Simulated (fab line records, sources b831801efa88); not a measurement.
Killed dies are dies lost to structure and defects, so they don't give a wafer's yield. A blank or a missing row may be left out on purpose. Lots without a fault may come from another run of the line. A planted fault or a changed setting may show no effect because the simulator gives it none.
Which tool did it? | flow sky130 | 12 lots, 36 wafers sampled, at 3 steps of a route of 708

WHAT THE GAUGES READ, wafer by wafer
SKY_CAP2M_THK_MEAS_04: measures by xrf. Usual: CAP2M_TIN_THK 197.3 nm, standard deviation 2.4.
lot  | measured     | on            | CAP2M_TIN_THK (nm) | flag
L707 | day 39 18:34 | film_metro-02 | 198.8 197.4 200.2  |
L708 | day 40 00:29 | film_metro-04 | 198.4 198.7 195.5  |
L711 | day 41 07:35 | film_metro-02 | 195.8 197.3 195.1  |
L713 | day 41 09:07 | film_metro-04 | 200.0 199.0 199.4  |
L714 | day 42 09:14 | film_metro-01 | 195.5 204.1 200.8  |
L716 | day 42 20:12 | film_metro-02 | 196.4 197.9 197.9  |
L720 | day 43 15:33 | film_metro-02 | 198.3 197.2 197.2  |
L724 | day 45 03:26 | film_metro-01 | 198.8 198.2 198.3  |
L725 | day 45 06:49 | film_metro-04 | 198.0 201.9 197.8  |
L727 | day 45 11:29 | film_metro-01 | 195.8 195.4 195.8  |
L728 | day 46 00:52 | film_metro-01 | 195.5 195.7 196.2  |
L730 | day 46 06:41 | film_metro-01 | 197.2 199.2 195.8  |

SKY_METAL4_CD_MEAS_13: target cd 300 nm. Usual: cd_nm 300.6 nm, standard deviation 1.3.
lot  | measured     | on        | cd_nm (nm)        | flag
L707 | day 41 19:35 | cd_sem-01 | 298.5 297.7 298.4 |
L708 | day 42 02:23 | cd_sem-02 | 300.7 301.1 301.4 |
L711 | day 43 08:01 | cd_sem-02 | 300.3 300.2 299.6 |
L713 | day 43 09:31 | cd_sem-01 | 299.8 299.2 298.8 |
L714 | day 44 07:08 | cd_sem-01 | 299.5 299.3 299.5 |
L716 | day 44 17:23 | cd_sem-01 | 299.7 301.8 301.2 |
L720 | day 45 11:50 | cd_sem-01 | 301.0 300.5 299.9 |
L724 | day 46 21:53 | cd_sem-01 | 301.7 300.5 301.8 |
L725 | day 47 01:05 | cd_sem-01 | 297.8 298.8 298.0 |
L727 | day 47 05:01 | cd_sem-01 | 300.2 302.0 301.1 |
L728 | day 47 18:11 | cd_sem-01 | 301.8 301.5 303.2 |
L730 | day 47 23:49 | cd_sem-02 | 302.7 302.0 302.6 |

WHICH TOOL RAN EACH LOT (tool, then ch and the chambers of the sampled wafers, then the start)
lot  | SKY_METAL2_METAL_ETCH_19
L707 | rie_metal-03 ch 0,1, day 35 04:11
L708 | rie_metal-03 ch 0,1, day 35 09:12
L711 | rie_metal-01 ch 0,1, day 36 19:13
L713 | rie_metal-02 ch 0,1, day 36 20:59
L714 | rie_metal-02 ch 0,1, day 37 21:48
L716 | rie_metal-03 ch 0,1, day 38 09:59
L720 | rie_metal-03 ch 0,1, day 39 07:44
L724 | rie_metal-01 ch 0,1, day 40 23:24
L725 | rie_metal-02 ch 0,1, day 41 02:10
L727 | rie_metal-02 ch 0,1, day 41 08:29
L728 | rie_metal-02 ch 0,1, day 41 22:58
L730 | rie_metal-03 ch 0,1, day 42 06:38
- SKY_METAL2_METAL_ETCH_19: etches the open film in Cl2/BCl3, stops on SiO2, target depth 360 nm, time 78 s.

WHAT THE TOOLS THEMSELVES READ (means of the sampled wafers that have a number; where no wafer has one, the mark that the record gives instead)
SKY_METAL2_METAL_ETCH_19. Usual: bias_w 48.51 W, standard deviation 0.14; drypump_motor_current_A 5.7 A, standard deviation 0.47; oes_product_au 0.853 a.u., standard deviation 0.006; throttle_valve_pct 22.263 %, standard deviation 0.0089.
lot  | tool         | bias_w (W) | drypump_motor_current_A (A) | oes_product_au (a.u.) | throttle_valve_pct (%) | flag
L707 | rie_metal-03 | 48.41      | 5.7                         | 0.854                 | 22.264                 |
L708 | rie_metal-03 | 48.55      | 5.5                         | 0.851                 | 22.262                 |
L711 | rie_metal-01 | 48.64      | 5.9                         | 0.858                 | 22.264                 |
L713 | rie_metal-02 | 48.50      | 6.1                         | 0.849                 | 22.263                 |
L714 | rie_metal-02 | 48.44      | 6.1                         | 0.845                 | 22.269                 |
L716 | rie_metal-03 | 48.53      | 5.7                         | 0.860                 | 22.262                 |
L720 | rie_metal-03 | 48.50      | 5.6                         | 0.852                 | 22.266                 |
L724 | rie_metal-01 | 48.55      | 5.5                         | 0.851                 | 22.258                 |
L725 | rie_metal-02 | 48.54      | 6.1                         | 0.850                 | 22.265                 |
L727 | rie_metal-02 | 48.54      | 5.8                         | 0.860                 | 22.265                 |
L728 | rie_metal-02 | 48.36      | 6.1                         | 0.846                 | 22.270                 |
L730 | rie_metal-03 | 48.54      | 5.6                         | 0.851                 | 22.264                 |

THE ANSWER, worked out from the rows above alone
Rule: a lot is off if the mean of its wafers that have a number lies more than 3 standard deviations from the usual mean. A lot without any number at a reading at which 4 lots or more have one is off too. The other lots that the step has rows for count as sound. The gauges are gone through in route order, then the tools' own readings, and for those a lot's mean is taken as printed above. The first step at which some lot is off is used, and at that step the reading that is off furthest; a lot without a number counts as furthest.
No lot is off at any reading shown: from this, nothing can be told.

WHAT THE SIMULATOR HAD PUT IN
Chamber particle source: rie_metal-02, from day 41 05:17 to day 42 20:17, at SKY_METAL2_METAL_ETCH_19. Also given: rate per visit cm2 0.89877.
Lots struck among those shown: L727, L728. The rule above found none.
